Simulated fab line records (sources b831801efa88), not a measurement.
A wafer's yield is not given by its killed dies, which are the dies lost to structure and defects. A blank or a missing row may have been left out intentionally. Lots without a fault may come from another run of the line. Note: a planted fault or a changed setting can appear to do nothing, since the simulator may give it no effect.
Chamber matching / flow sky130 / SKY_VIA1_CMP_24 on cmp-01: 4 sister chambers
The step polishes, stops on SiO2, t overpolish 15 s, target thk 0 nm. 30 wafers are shown with their chamber, then 12 later ones without.

WAFERS PAIRED WITH THEIR CHAMBERS
wafer=L074.1; chamber=1; timeToEndpointS (s)=69; motorCurrentA (A)=10.8; overpolishRunS (s)=15.007
wafer=L074.4; chamber=2; timeToEndpointS (s)=67; motorCurrentA (A)=10.1; overpolishRunS (s)=15.003
wafer=L074.6; chamber=0; timeToEndpointS (s)=66; motorCurrentA (A)=9.5; overpolishRunS (s)=14.996
wafer=L078.1; chamber=0; timeToEndpointS (s)=66; motorCurrentA (A)=10.0; overpolishRunS (s)=14.999
wafer=L078.4; chamber=1; timeToEndpointS (s)=70; motorCurrentA (A)=10.9; overpolishRunS (s)=15.001
wafer=L078.6; chamber=1; timeToEndpointS (s)=69; motorCurrentA (A)=10.5; overpolishRunS (s)=15.004
wafer=L080.2; chamber=1; timeToEndpointS (s)=72; motorCurrentA (A)=10.6; overpolishRunS (s)=15.002
wafer=L080.4; chamber=0; timeToEndpointS (s)=70; motorCurrentA (A)=10.6; overpolishRunS (s)=14.983
wafer=L080.6; chamber=2; timeToEndpointS (s)=71; motorCurrentA (A)=10.2; overpolishRunS (s)=15.002
wafer=L082.2; chamber=2; timeToEndpointS (s)=71; motorCurrentA (A)=9.9; overpolishRunS (s)=14.992
wafer=L082.5; chamber=0; timeToEndpointS (s)=68; motorCurrentA (A)=9.4; overpolishRunS (s)=14.985
wafer=L082.6; chamber=3; timeToEndpointS (s)=66; motorCurrentA (A)=10.8; overpolishRunS (s)=15.008
wafer=L083.2; chamber=2; timeToEndpointS (s)=64; motorCurrentA (A)=10.4; overpolishRunS (s)=14.983
wafer=L083.5; chamber=2; timeToEndpointS (s)=63; motorCurrentA (A)=10.0; overpolishRunS (s)=15.007
wafer=L083.6; chamber=1; timeToEndpointS (s)=70; motorCurrentA (A)=10.0; overpolishRunS (s)=15.003
wafer=L085.1; chamber=2; timeToEndpointS (s)=69; motorCurrentA (A)=10.3; overpolishRunS (s)=15.005
wafer=L085.5; chamber=0; timeToEndpointS (s)=67; motorCurrentA (A)=9.6; overpolishRunS (s)=14.997
wafer=L085.6; chamber=3; timeToEndpointS (s)=64; motorCurrentA (A)=10.5; overpolishRunS (s)=15.000
wafer=L086.2; chamber=2; timeToEndpointS (s)=69; motorCurrentA (A)=10.3; overpolishRunS (s)=15.002
wafer=L086.5; chamber=2; timeToEndpointS (s)=69; motorCurrentA (A)=10.2; overpolishRunS (s)=15.005
wafer=L086.6; chamber=3; timeToEndpointS (s)=62; motorCurrentA (A)=11.1; overpolishRunS (s)=15.005
wafer=L087.2; chamber=1; timeToEndpointS (s)=72; motorCurrentA (A)=10.2; overpolishRunS (s)=14.999
wafer=L087.3; chamber=0; timeToEndpointS (s)=61; motorCurrentA (A)=10.0; overpolishRunS (s)=15.002
wafer=L087.4; chamber=2; timeToEndpointS (s)=64; motorCurrentA (A)=9.8; overpolishRunS (s)=15.014
wafer=L088.1; chamber=2; timeToEndpointS (s)=72; motorCurrentA (A)=10.0; overpolishRunS (s)=14.986
wafer=L088.2; chamber=0; timeToEndpointS (s)=66; motorCurrentA (A)=9.7; overpolishRunS (s)=15.008
wafer=L088.3; chamber=3; timeToEndpointS (s)=63; motorCurrentA (A)=10.3; overpolishRunS (s)=15.006
wafer=L091.1; chamber=0; timeToEndpointS (s)=63; motorCurrentA (A)=9.9; overpolishRunS (s)=15.005
wafer=L091.3; chamber=2; timeToEndpointS (s)=65; motorCurrentA (A)=10.2; overpolishRunS (s)=14.996
wafer=L091.6; chamber=1; timeToEndpointS (s)=74; motorCurrentA (A)=10.4; overpolishRunS (s)=14.994

SIGNATURES (averages over the wafers above)
reading=timeToEndpointS; chamber 0=65.88; chamber 1=70.86; chamber 2=67.64; chamber 3=63.75; scatter within a chamber=2.68
reading=motorCurrentA; chamber 0=9.838; chamber 1=10.486; chamber 2=10.127; chamber 3=10.675; scatter within a chamber=0.3
reading=overpolishRunS; chamber 0=14.99687; chamber 1=15.00143; chamber 2=14.99955; chamber 3=15.00475; scatter within a chamber=0.00776
Rule: for each reading, subtract the chamber's mean from the wafer's reading, divide by that reading's scatter and square the result; add these up over the readings and take the root, which gives the wafer's distance from the chamber. If the next closest chamber is less than 2 further off than the closest, the wafer can't be placed; otherwise it belongs to the closest. The scatter is the square root of a quotient: the sum, over the shown wafers, of each reading's squared deviation from its chamber's mean, divided by wafers minus chambers.

WAFERS WITH NO CHAMBER GIVEN
wafer=L092.2; timeToEndpointS (s)=62; motorCurrentA (A)=10.6; overpolishRunS (s)=14.985
wafer=L092.3; timeToEndpointS (s)=66; motorCurrentA (A)=8.8; overpolishRunS (s)=15.012
wafer=L092.4; timeToEndpointS (s)=71; motorCurrentA (A)=10.4; overpolishRunS (s)=15.002
wafer=L093.1; timeToEndpointS (s)=66; motorCurrentA (A)=10.0; overpolishRunS (s)=14.994
wafer=L093.3; timeToEndpointS (s)=71; motorCurrentA (A)=10.2; overpolishRunS (s)=15.021
wafer=L093.5; timeToEndpointS (s)=72; motorCurrentA (A)=10.5; overpolishRunS (s)=15.000
wafer=L094.2; timeToEndpointS (s)=63; motorCurrentA (A)=10.8; overpolishRunS (s)=14.988
wafer=L094.3; timeToEndpointS (s)=69; motorCurrentA (A)=10.7; overpolishRunS (s)=15.001
wafer=L094.5; timeToEndpointS (s)=61; motorCurrentA (A)=10.5; overpolishRunS (s)=15.009
wafer=L096.1; timeToEndpointS (s)=57; motorCurrentA (A)=10.2; overpolishRunS (s)=15.010
wafer=L096.3; timeToEndpointS (s)=63; motorCurrentA (A)=10.1; overpolishRunS (s)=15.008
wafer=L096.4; timeToEndpointS (s)=65; motorCurrentA (A)=9.9; overpolishRunS (s)=14.990

EACH ONE'S CHAMBER
wafer=L092.2; from the rows above=can't be placed: 3 or 2 or 0 or 1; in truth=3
wafer=L092.3; from the rows above=can't be placed: 0 or 2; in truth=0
wafer=L092.4; from the rows above=can't be placed: 1 or 2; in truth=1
wafer=L093.1; from the rows above=can't be placed: 0 or 2 or 1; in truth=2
wafer=L093.3; from the rows above=can't be placed: 1 or 2 or 3 or 0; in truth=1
wafer=L093.5; from the rows above=can't be placed: 1 or 2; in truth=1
wafer=L094.2; from the rows above=can't be placed: 3 or 2 or 1 or 0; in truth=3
wafer=L094.3; from the rows above=can't be placed: 1 or 2 or 3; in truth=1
wafer=L094.5; from the rows above=can't be placed: 3 or 2 or 0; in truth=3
wafer=L096.1; from the rows above=can't be placed: 3 or 0 or 2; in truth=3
wafer=L096.3; from the rows above=can't be placed: 3 or 0 or 2 or 1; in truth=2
wafer=L096.4; from the rows above=can't be placed: 0 or 2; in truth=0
0 of 12 placed correctly. Unplaceable from these rows: 12, with the true chamber sitting among the candidates in 12. Wrongly placed: 0.
